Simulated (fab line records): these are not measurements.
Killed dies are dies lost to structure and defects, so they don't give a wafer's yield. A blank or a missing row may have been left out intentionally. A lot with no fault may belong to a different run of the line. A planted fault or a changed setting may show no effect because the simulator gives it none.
Which of the tools did it? -- flow sky130 -- Sampling: 10 lots, 30 wafers, 6 of 708 route steps

WHAT THE GAUGES READ, wafer by wafer
SKY_METAL2_RS_MEAS_05: measures by four-point-probe. Usual: for METAL2_ALCU_RS the level is 0.1264 ohm/sq and the standard deviation is 0.0019.
lot,measured,on,METAL2_ALCU_RS (ohm/sq),flag
L882,day 34 19:01,film-metro-01,0.1276 0.1262 0.1260,
L883,day 35 06:41,film-metro-01,0.1266 0.1254 0.1249,
L886,day 36 05:16,film-metro-01,0.1269 0.1304 0.1282,
L888,day 36 15:16,film-metro-01,0.1262 0.1257 0.1267,
L893,day 37 21:10,film-metro-04,0.0995 0.1251 0.1268,OFF
L895,day 38 06:37,film-metro-01,0.1258 0.1246 0.0992,OFF
L900,day 39 17:15,film-metro-02,0.1304 0.1276 0.1279,
L901,day 39 20:52,film-metro-01,0.1268 0.1285 0.1260,
L903,day 40 12:24,film-metro-01,0.1309 0.1271 0.1281,
L904,day 40 19:07,film-metro-01,0.1267 0.1295 0.1270,

SKY_METAL2_THK_MEAS_06: measures by xrf. Usual: for METAL2_ALCU_THK the level is 248 nm and the standard deviation is 4.
lot,measured,on,METAL2_ALCU_THK (nm),flag
L882,day 34 19:08,film-metro-01,247 248 248,
L883,day 35 06:47,film-metro-01,243 251 249,
L886,day 36 05:23,film-metro-01,247 241 245,
L888,day 36 15:22,film-metro-01,245 249 244,
L893,day 37 21:17,film-metro-04,314 252 248,OFF
L895,day 38 06:44,film-metro-01,247 251 311,OFF
L900,day 39 17:22,film-metro-02,240 246 246,
L901,day 39 20:59,film-metro-01,249 244 250,
L903,day 40 12:31,film-metro-01,239 245 244,
L904,day 40 19:14,film-metro-01,248 242 246,

WHAT TOOL EACH LOT RAN ON (gives the tool, then ch and the chambers of the sampled wafers, and finally the start)
lot,SKY_METAL1_ETCH_18,SKY_VIA1_SPUTTER_20,SKY_VIA1_CVD_21,SKY_METAL2_SPUTTER_02
L882,"rie-metal-04 ch 0,1, day 33 14:28","pvd-sputter-01, day 34 18:13","cvd-w-02 ch 0,1, day 34 18:17","pvd-sputter-04, day 34 18:55"
L883,"rie-metal-04 ch 0,1, day 34 01:56","pvd-sputter-04, day 35 05:52","cvd-w-02 ch 0,1, day 35 05:58","pvd-sputter-01, day 35 06:34"
L886,"rie-metal-04 ch 0,1, day 34 23:31","pvd-sputter-02, day 36 04:30","cvd-w-01 ch 0,1, day 36 04:34","pvd-sputter-03, day 36 05:11"
L888,"rie-metal-03 ch 0,1, day 35 10:16","pvd-sputter-01, day 36 14:28","cvd-w-01 ch 0,1, day 36 14:31","pvd-sputter-04, day 36 15:08"
L893,"rie-metal-02 ch 0,1, day 36 16:58","pvd-sputter-04, day 37 20:22","cvd-w-01 ch 0,1, day 37 20:26","pvd-sputter-04, day 37 21:04"
L895,"rie-metal-04 ch 0,1, day 37 02:28","pvd-sputter-01, day 38 05:51","cvd-w-02 ch 0,1, day 38 05:55","pvd-sputter-04, day 38 06:32"
L900,"rie-metal-02 ch 0, day 38 13:15","pvd-sputter-02, day 39 16:28","cvd-w-01 ch 0, day 39 16:32","pvd-sputter-01, day 39 17:09"
L901,"rie-metal-04 ch 0, day 38 18:01","pvd-sputter-02, day 39 20:05","cvd-w-01 ch 0,1, day 39 20:08","pvd-sputter-01, day 39 20:46"
L903,"rie-metal-02 ch 0, day 39 08:41","pvd-sputter-04, day 40 11:37","cvd-w-02 ch 0,1, day 40 11:41","pvd-sputter-01, day 40 12:19"
L904,"rie-metal-03 ch 0,1, day 39 16:06","pvd-sputter-04, day 40 18:21","cvd-w-01 ch 0,1, day 40 18:25","pvd-sputter-01, day 40 19:02"
- SKY_METAL1_ETCH_18: etches BARC in N2/H2, stops on SiO2, time 45.9 s, target depth 60 nm.
- SKY_VIA1_SPUTTER_20: material TiN, target thk 20 nm, time 80 s.
- SKY_VIA1_CVD_21: deposits W, target thk 270 nm, time 80.902 s.
- SKY_METAL2_SPUTTER_02: material AlCu, target thk 250 nm, time 13.3 s.

AS READ BY THE TOOLS THEMSELVES (means over the sampled wafers that have a number; for cases with no such wafer, the mark the record gives instead)
SKY_METAL1_ETCH_18. Usual: drypump-motor-current-A 5.6 A, standard deviation 0.46; oes-product-au 0.855 a.u., standard deviation 0.0051; throttle-valve-pct 13.225 %, standard deviation 0.0093.
lot,tool,drypump-motor-current-A (A),oes-product-au (a.u.),throttle-valve-pct (%),flag
L882,rie-metal-04,5.7,0.858,13.234,
L883,rie-metal-04,5.8,0.852,13.222,
L886,rie-metal-04,5.4,0.857,13.219,
L888,rie-metal-03,5.5,0.855,13.215,
L893,rie-metal-02,5.7,0.854,13.223,
L895,rie-metal-04,5.7,0.852,13.229,
L900,rie-metal-02,5.9,0.853,13.212,
L901,rie-metal-04,5.0,0.851,13.223,
L903,rie-metal-02,5.9,0.850,13.227,
L904,rie-metal-03,5.4,0.858,13.227,

SKY_VIA1_SPUTTER_20. Usual: throttle-valve-pct reads 30.5 % (standard deviation 1.4).
lot,tool,throttle-valve-pct (%),flag
L882,pvd-sputter-01,29.8,
L883,pvd-sputter-04,29.9,
L886,pvd-sputter-02,31.9,
L888,pvd-sputter-01,29.5,
L893,pvd-sputter-04,29.8,
L895,pvd-sputter-01,29.8,
L900,pvd-sputter-02,30.7,
L901,pvd-sputter-02,30.6,
L903,pvd-sputter-04,29.0,
L904,pvd-sputter-04,29.0,

SKY_VIA1_CVD_21. Usual: heater-power-w 850 W, standard deviation 41; susceptor-temp-C 399.99 C, standard deviation 0.2.
lot,tool,heater-power-w (W),susceptor-temp-C (C),flag
L882,cvd-w-02,878,399.94,
L883,cvd-w-02,879,400.28,
L886,cvd-w-01,834,400.04,
L888,cvd-w-01,823,399.90,
L893,cvd-w-01,832,399.98,
L895,cvd-w-02,889,400.17,
L900,cvd-w-01,863,400.03,
L901,cvd-w-01,840,400.11,
L903,cvd-w-02,857,399.87,
L904,cvd-w-01,804,400.02,

SKY_METAL2_SPUTTER_02. Usual: throttle-valve-pct reads 29.6 % (standard deviation 0.85).
lot,tool,throttle-valve-pct (%),flag
L882,pvd-sputter-04,29.0,
L883,pvd-sputter-01,29.8,
L886,pvd-sputter-03,29.3,
L888,pvd-sputter-04,29.9,
L893,pvd-sputter-04,29.4,
L895,pvd-sputter-04,29.5,
L900,pvd-sputter-01,29.4,
L901,pvd-sputter-01,29.9,
L903,pvd-sputter-01,29.8,
L904,pvd-sputter-01,29.8,

THE ANSWER, worked out from the rows above alone
Rule: take the mean of a lot's wafers that have a number; if it is more than 3 standard deviations from the usual mean, the lot is off. A lot without any number at a reading at which 4 lots or more have one is off too. Where the step has rows for the other lots, those lots are counted as sound. Order of review: gauges by route order, followed by the tools' own readings, for which a lot's mean as printed above is used. The first step at which some lot is off is used, and at that step the reading that is off furthest; a lot without a number counts as furthest.
Off: at SKY_METAL2_RS_MEAS_05 (METAL2_ALCU_RS), L893, L895.
If a tool, at a process step before that reading, ran all the lots that are off and no sound lot after the first of them, it fits. The gauges at SKY_METAL2_RS_MEAS_05 are tried like those tools. One fits: SKY_METAL2_SPUTTER_02 on pvd-sputter-04. Its last sound lot is L888 (day 36 15:08), its first lot that is off L893 (day 37 21:04): a fault that began between those two fits.

WHAT WAS PUT IN BY THE SIMULATOR
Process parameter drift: pvd-sputter-04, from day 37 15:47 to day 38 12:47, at SKY_METAL2_SPUTTER_02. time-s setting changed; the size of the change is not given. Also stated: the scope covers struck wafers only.
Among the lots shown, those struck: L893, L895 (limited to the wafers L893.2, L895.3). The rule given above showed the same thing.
